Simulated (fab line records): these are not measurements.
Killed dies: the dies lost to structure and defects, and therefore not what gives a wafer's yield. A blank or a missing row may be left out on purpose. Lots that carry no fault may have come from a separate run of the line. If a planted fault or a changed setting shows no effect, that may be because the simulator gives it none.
Split-lot experiment ; flow sfq line ; 23 wafers read across 5 lots, on a route 325 steps long

== THE SPLIT ==
At SFQ_TRILAYER_M2_LITHO_EXPOSE_058 (exposes mask M2, target cd 500 nm), the setting dose mj was moved away from the recipe's 14.4 on 7 of the 23 wafers read, by -5.4% to +7.2%. This setting was run at the recipe's value on the other wafers.

== FROM THE SPLIT TO THE READING: what the file shows between them, 2 steps ==
- SFQ_TRILAYER_M2_LITHO_PEB_060: peb time 60 s
- SFQ_TRILAYER_M2_LITHO_DEVELOP_059: time 60 s

== THE READING ==
M2.cd nm (the simulator's own value, which no gauge read), in nm, at SFQ_TRILAYER_M2_BARC_OPEN_METAL_ETCH_077 (etches BARC in O2, target depth 125 nm, time 41.7 s). No usual value for it is given in the file. Across the 16 wafers here that went through the recipe, the average is 499.9 nm and the standard deviation 0.98 nm.

wafer;tool, chamber at the split;dose mj as run;against the recipe;M2.cd nm, nm;against lot-mates on the recipe
L078.2;krf scanner-01, 0;14.4;recipe;500.2;-
L078.3;krf scanner-01, 0;14.4;recipe;499.5;-
L078.4;krf scanner-01, 0;14.4;recipe;499.7;-
L078.5;krf scanner-01, 0;14.4;recipe;499.2;-
L078.6;krf scanner-01, 0;14.4;recipe;499.4;-
L079.1;krf scanner-01, 0;14.4;recipe;500.5;-
L079.2;krf scanner-01, 0;14.4;recipe;502.6;-
L079.3;krf scanner-01, 0;14.4;recipe;501.2;-
L081.1;krf scanner-01, 0;14.4;recipe;499.7;-
L081.2;krf scanner-01, 0;13.62;-5.4%;508.1;+8.3
L081.4;krf scanner-01, 0;14.4;recipe;499.8;-
L081.5;krf scanner-01, 0;14.4;recipe;499.9;-
L081.6;krf scanner-01, 0;13.62;-5.4%;509.6;+9.8
L083.1;krf scanner-01, 0;14.4;recipe;499.6;-
L083.3;krf scanner-01, 0;14.4;recipe;499.5;-
L083.4;krf scanner-01, 0;15.44;+7.2%;488.7;-10.9
L083.5;krf scanner-01, 0;15.44;+7.2%;488.3;-11.2
L083.6;krf scanner-01, 0;15.44;+7.2%;487.3;-12.2
L084.1;krf scanner-01, 0;14.4;recipe;500.8;-
L084.2;krf scanner-01, 0;15.31;+6.3%;490;-9.3
L084.3;krf scanner-01, 0;14.4;recipe;499.1;-
L084.5;krf scanner-01, 0;15.31;+6.3%;490.1;-9.2
L084.6;krf scanner-01, 0;14.4;recipe;498.1;-

FIT RESULTS
A straight line over all 23 wafers: M2.cd nm changes by -1.62 nm for each +1% of dose mj; r = -0.99; the points scatter about the line by 0.92 nm.
The same after taking each lot's own level away (the mean of its wafers on the recipe; 23 wafers): -1.58 nm for each +1%; r = -0.99; scatter 0.69 nm.
On that fit, the largest move of dose mj shifts the reading by 11 nm.
From 499.33 to 501.43 nm: that is the span of the lots' own levels, equal to 2.1 times the standard deviation above.
The two slopes are in agreement: the lot-to-lot level therefore moves the slope only a little.
Check: for one of the wafers moved furthest among these (+7.2%), held out of the fit, the line's prediction against its lot-mates is -11.4 nm. It came out at -10.9 nm against them.

== OTHER SPLITS ON THESE WAFERS ==
Before the reading, these wafers also passed through other splits. Each is held against what the fit with the lots' levels taken away leaves over:
other split on the same wafers;wafers away from the commonest value;r with M2.cd nm (lot level and that fit taken away)
SFQ_TRILAYER_I1_VIA_ETCH_VIA_ETCH_052 bias w;9;+0.13

== THE FILE'S OWN FIT ==
M2.cd nm changes by -1.57 nm for each +1% of dose mj, r = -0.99.
